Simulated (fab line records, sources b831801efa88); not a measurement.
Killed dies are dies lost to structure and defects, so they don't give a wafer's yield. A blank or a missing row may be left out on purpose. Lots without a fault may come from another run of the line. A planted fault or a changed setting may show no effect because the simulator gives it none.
Which tool did it? | flow gf180mcu | 14 lots, 42 wafers sampled, at 3 steps of a route of 602

WHAT THE GAUGES READ, wafer by wafer
GF_M2_THK_MEAS_06: measures by xrf.
lot  | measured     | on            | M2_ALCU_THK (nm)
L688 | day 18 12:52 | film_metro-04 | 457 451 452
L689 | day 18 21:12 | film_metro-04 | 452 449 455
L691 | day 19 09:31 | film_metro-03 | 456 454 460
L692 | day 20 02:44 | film_metro-04 | 450 454 464
L693 | day 20 06:31 | film_metro-04 | 445 447 445
L694 | day 20 18:43 | film_metro-04 | 461 458 459
L695 | day 21 02:28 | film_metro-04 | 452 461 451
L696 | day 21 08:48 | film_metro-04 | 453 450 449
L700 | day 22 18:09 | film_metro-01 | 446 445 452
L703 | day 23 23:31 | film_metro-04 | 460 450 455
L705 | day 24 12:36 | film_metro-04 | 454 447 459
L707 | day 25 04:35 | film_metro-03 | 451 453 447
L710 | day 26 09:24 | film_metro-04 | 459 456 457
L711 | day 26 11:14 | film_metro-01 | 448 448 447

WHICH TOOL RAN EACH LOT (tool, then ch and the chambers of the sampled wafers, then the start)
lot  | GF_VT_IMPLANT_IMPLANT_41        | GF_V1_STRIP_18
L688 | implanter-01 ch 0, day 7 16:14  | plasma_asher-02 ch 0,1, day 18 11:17
L689 | implanter-02 ch 0, day 7 23:52  | plasma_asher-03 ch 0,1, day 18 19:32
L691 | implanter-02 ch 0, day 8 10:07  | plasma_asher-03 ch 0,1, day 19 07:56
L692 | implanter-02 ch 0, day 8 17:29  | plasma_asher-02 ch 0,1, day 20 01:10
L693 | implanter-01 ch 0, day 9 00:01  | plasma_asher-02 ch 0, day 20 04:56
L694 | implanter-03 ch 0, day 9 07:07  | plasma_asher-01 ch 0,1, day 20 17:10
L695 | implanter-02 ch 0, day 9 12:41  | plasma_asher-02 ch 0,1, day 21 00:53
L696 | implanter-03 ch 0, day 9 19:08  | plasma_asher-01 ch 0,1, day 21 07:14
L700 | implanter-01 ch 0, day 10 20:50 | plasma_asher-01 ch 0,1, day 22 16:14
L703 | implanter-02 ch 0, day 11 22:28 | plasma_asher-01 ch 0,1, day 23 21:56
L705 | implanter-02 ch 0, day 12 11:10 | plasma_asher-02 ch 0,1, day 24 11:01
L707 | implanter-01 ch 0, day 12 22:56 | plasma_asher-03 ch 0,1, day 25 02:28
L710 | implanter-03 ch 0, day 14 03:46 | plasma_asher-02 ch 0,1, day 26 07:50
L711 | implanter-01 ch 0, day 14 05:25 | plasma_asher-03 ch 0,1, day 26 09:34
- GF_VT_IMPLANT_IMPLANT_41
- GF_V1_STRIP_18: strips in O2/N2.

WHAT THE TOOLS THEMSELVES READ (means of the sampled wafers that have a number; where no wafer has one, the mark that the record gives instead)
GF_VT_IMPLANT_IMPLANT_41.
lot  | tool         | dose_ions_cm2 | faraday_current_uA
L688 | implanter-01 | 1.0124e+12    | 5.74
L689 | implanter-02 | 1.0129e+12    | 5.62
L691 | implanter-02 | 1.0124e+12    | 5.71
L692 | implanter-02 | 1.0150e+12    | 5.71
L693 | implanter-01 | 1.0143e+12    | 5.69
L694 | implanter-03 | 1.0129e+12    | 5.76
L695 | implanter-02 | 1.0134e+12    | 5.64
L696 | implanter-03 | 1.0127e+12    | 5.69
L700 | implanter-01 | 1.0144e+12    | 5.73
L703 | implanter-02 | 1.0832e+12    | 6.15
L705 | implanter-02 | 1.0829e+12    | 6.19
L707 | implanter-01 | 1.0135e+12    | 5.70
L710 | implanter-03 | 1.0120e+12    | 5.75
L711 | implanter-01 | 1.0128e+12    | 5.67

GF_V1_STRIP_18.
lot  | tool            | drypump_motor_current_A (A) | heater_power_w (W) | oes_product_au (a.u.)
L688 | plasma_asher-02 | 5.5                         | 364                | 0.587
L689 | plasma_asher-03 | 5.7                         | 337                | 0.591
L691 | plasma_asher-03 | 5.7                         | 331                | 0.593
L692 | plasma_asher-02 | 5.6                         | 337                | 0.590
L693 | plasma_asher-02 | 5.7                         | 326                | 0.592
L694 | plasma_asher-01 | 6.1                         | 328                | 0.592
L695 | plasma_asher-02 | 5.6                         | 359                | 0.589
L696 | plasma_asher-01 | 6.0                         | 325                | 0.594
L700 | plasma_asher-01 | 6.3                         | 344                | 0.593
L703 | plasma_asher-01 | 6.1                         | 325                | 0.596
L705 | plasma_asher-02 | 5.6                         | 342                | 0.585
L707 | plasma_asher-03 | 5.6                         | 332                | 0.595
L710 | plasma_asher-02 | 5.6                         | 372                | 0.594
L711 | plasma_asher-03 | 5.6                         | 336                | 0.594

THE ANSWER, worked out from the rows above alone
Rule: what is usual is taken from the lots themselves. Put in order of their means at a reading, lots are off if they are a third of the lots or fewer, leave a main group of 4 or more, and stand apart from it by a gap of 3 or more times the standard deviation of the main group's means; of several such gaps the widest counts. A main group whose means are all the same, to the digits that the tables above print for the reading, isn't used. A lot without any number at a reading at which 4 lots or more have one is off too. The other lots that the step has rows for count as sound. The gauges are gone through in route order, then the tools' own readings, and for those a lot's mean is taken as printed above. The first step at which some lot is off is used, and at that step the reading that is off furthest; a lot without a number counts as furthest.
Off: L703, L705, at GF_VT_IMPLANT_IMPLANT_41 (dose_ions_cm2). The main group: mean 1.0132e+12, standard deviation 8.8e+08.
A tool fits if, at that step or a process step before it, it ran every lot that is off, and no sound lot after the first of them. One fits: implanter-02 at GF_VT_IMPLANT_IMPLANT_41. Its last sound lot is L695 (day 9 12:41), its first lot that is off L703 (day 11 22:28): a fault that began between those two fits.
The tool's own readings at GF_VT_IMPLANT_IMPLANT_41 bear it out: on the lots that are off they differ by more than 5 times the standard deviation of the sound lots' means. dose_ions_cm2 reads 1.0830e+12 there against 1.0132e+12 on the sound lots; faraday_current_uA reads 6.17 there against 5.70 on the sound lots.

WHAT THE SIMULATOR HAD PUT IN
Process parameter drift: implanter-02, from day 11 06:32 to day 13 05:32, at GF_VT_IMPLANT_IMPLANT_41. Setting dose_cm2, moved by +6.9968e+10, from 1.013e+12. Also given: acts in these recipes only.
Lots struck among those shown: L703, L705. The rule above found the same.
